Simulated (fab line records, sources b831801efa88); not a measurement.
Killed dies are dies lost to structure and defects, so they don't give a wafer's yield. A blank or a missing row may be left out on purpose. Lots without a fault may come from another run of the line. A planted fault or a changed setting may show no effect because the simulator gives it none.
Split-lot experiment | flow sfq_line | 5 lots, 23 wafers read, on a route of 325 steps

THE SPLIT
At SFQ_TRILAYER_JJ_CE_LITHO_COAT_114 (resist thk 600 nm), the setting spin_rpm was moved away from the recipe's 3000 rpm on 8 of the 23 wafers read, by -6.2% to +2.3%. The other wafers ran this setting at the recipe's value.

FROM THE SPLIT TO THE READING: what the file shows between them, 4 steps
- SFQ_TRILAYER_JJ_CE_LITHO_SOFTBAKE_118
- SFQ_TRILAYER_JJ_CE_LITHO_EXPOSE_115: exposes mask J5, target cd 700 nm
- SFQ_TRILAYER_JJ_CE_METRO_MEASURE_117
- SFQ_TRILAYER_JJ_CE_BARC_OPEN_RIE_150: chemistry O2, target BARC, target depth 240 nm, time 80 s

THE READING
KrF_of_TRILAYER_JJ_CE_LITHO_COAT_114.thk_nm (the simulator's own value, which no gauge read), in nm, at SFQ_TRILAYER_JJ_CE_ETCH_RIE_118 (chemistry SF6, target Nb, stops on Al2O3, time 97.7 s, target depth 170 nm). The file gives no usual value for it. The 15 wafers here that ran the recipe average 476.7 nm, standard deviation 3.6 nm.

wafer  | tool, chamber at the split | spin_rpm as run, rpm | against the recipe | KrF_of_TRILAYER_JJ_CE_LITHO_COAT_114.thk_nm, nm | against lot-mates on the recipe
L074.2 | litho_track-02, 0          | 3069                 | +2.3%              | 468.1                                           | -6.1
L074.3 | litho_track-02, 0          | 3000                 | recipe             | 475.2                                           | -
L074.4 | litho_track-02, 0          | 3000                 | recipe             | 473.2                                           | -
L074.5 | litho_track-02, 0          | 3069                 | +2.3%              | 468                                             | -6.2
L074.6 | litho_track-02, 0          | 3069                 | +2.3%              | 468.7                                           | -5.5
L078.1 | litho_track-04, 0          | 3000                 | recipe             | 476.7                                           | -
L078.5 | litho_track-04, 0          | 3000                 | recipe             | 476.7                                           | -
L078.3 | litho_track-04, 0          | 2940                 | -2.0%              | 486.2                                           | +9.5
L078.4 | litho_track-04, 0          | 2940                 | -2.0%              | 482.9                                           | +6.2
L078.6 | litho_track-04, 0          | 2940                 | -2.0%              | 484.9                                           | +8.2
L079.1 | litho_track-02, 0          | 3000                 | recipe             | 475.8                                           | -
L079.2 | litho_track-02, 0          | 2815                 | -6.2%              | 495.6                                           | +20.2
L079.3 | litho_track-02, 0          | 3000                 | recipe             | 475.1                                           | -
L079.5 | litho_track-02, 0          | 2815                 | -6.2%              | 493.4                                           | +18.0
L079.6 | litho_track-02, 0          | 3000                 | recipe             | 475.4                                           | -
L081.2 | litho_track-02, 0          | 3000                 | recipe             | 472.3                                           | -
L081.3 | litho_track-02, 0          | 3000                 | recipe             | 472.9                                           | -
L081.6 | litho_track-02, 0          | 3000                 | recipe             | 471.7                                           | -
L084.1 | litho_track-02, 0          | 3000                 | recipe             | 482.9                                           | -
L084.2 | litho_track-02, 0          | 3000                 | recipe             | 477.8                                           | -
L084.3 | litho_track-02, 0          | 3000                 | recipe             | 483.5                                           | -
L084.4 | litho_track-02, 0          | 3000                 | recipe             | 480.3                                           | -
L084.5 | litho_track-02, 0          | 3000                 | recipe             | 480.7                                           | -

THE FIT
A straight line over all 23 wafers: KrF_of_TRILAYER_JJ_CE_LITHO_COAT_114.thk_nm changes by -3.14 nm for each +1% of spin_rpm; r = -0.90; the points scatter about the line by 3.2 nm.
The same after taking each lot's own level away (the mean of its wafers on the recipe; 23 wafers): -3.07 nm for each +1%; r = -0.98; scatter 1.4 nm.
On that fit, the largest move of spin_rpm shifts the reading by 19 nm.
The lots' own levels span 472.30 to 481.04 nm, that is 2.4 times the standard deviation above.
So the lot-to-lot level changes the slope little: the two slopes agree.
Check: with one of the wafers moved furthest among these (-6.2%) left out of the fit, the line predicts +18.9 nm for it against its lot-mates. It came out at +20.2 nm against them.

OTHER SPLITS ON THESE WAFERS
These wafers also went through other splits before the reading. Each is held against what the fit with the lots' levels taken away leaves over:
other split on the same wafers                    | wafers away from the commonest value | r with KrF_of_TRILAYER_JJ_CE_LITHO_COAT_114.thk_nm (lot level and that fit taken away)
SFQ_TRILAYER_M2_LITHO_COAT_062 resist_thk_nm      | 5                                    | +0.12
SFQ_TRILAYER_M3_DEP_SPUTTER_073 power_w           | 9                                    | +0.25
SFQ_TRILAYER_M3_BARC_OPEN_METAL_ETCH_100 time_s   | 10                                   | -0.08
SFQ_TRILAYER_I3_VIA_LITHO_PEB_088 peb_temp_c      | 5                                    | -0.06
SFQ_TRILAYER_I3_VIA_ETCH_VIA_ETCH_088 source_w    | 10                                   | -0.07
SFQ_TRILAYER_M4_ETCH_METAL_ETCH_096 time_s        | 7                                    | +0.01
SFQ_TRILAYER_I4_VIA_LITHO_COAT_103 resist_thk_nm  | 9                                    | -0.02
SFQ_TRILAYER_I4_VIA_BARC_OPEN_VIA_ETCH_146 time_s | 7                                    | -0.06
SFQ_TRILAYER_JJ_TRILAYER_DEP_SPUTTER_110 time_s   | 7                                    | +0.38

THE WHOLE CHAIN: every reading that the file lists as answering this split, in the file's order
step                              | what it does                                                               | reading                                                                                      | change (the file's fit)              | r (the file's)
SFQ_TRILAYER_JJ_CE_LITHO_COAT_114 | resist thk 600 nm                                                          | KrF_of_TRILAYER_JJ_CE_LITHO_COAT_114.thk_nm (the simulator's own value, which no gauge read) | -3.05 nm for each +1% of the setting | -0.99
SFQ_TRILAYER_JJ_CE_ETCH_RIE_118   | chemistry SF6, target Nb, stops on Al2O3, time 97.7 s, target depth 170 nm | KrF_of_TRILAYER_JJ_CE_LITHO_COAT_114.thk_nm (the simulator's own value, which no gauge read) | -3.11 nm for each +1% of the setting | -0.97

THE FILE'S OWN FIT
KrF_of_TRILAYER_JJ_CE_LITHO_COAT_114.thk_nm changes by -3.11 nm for each +1% of spin_rpm, r = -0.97.
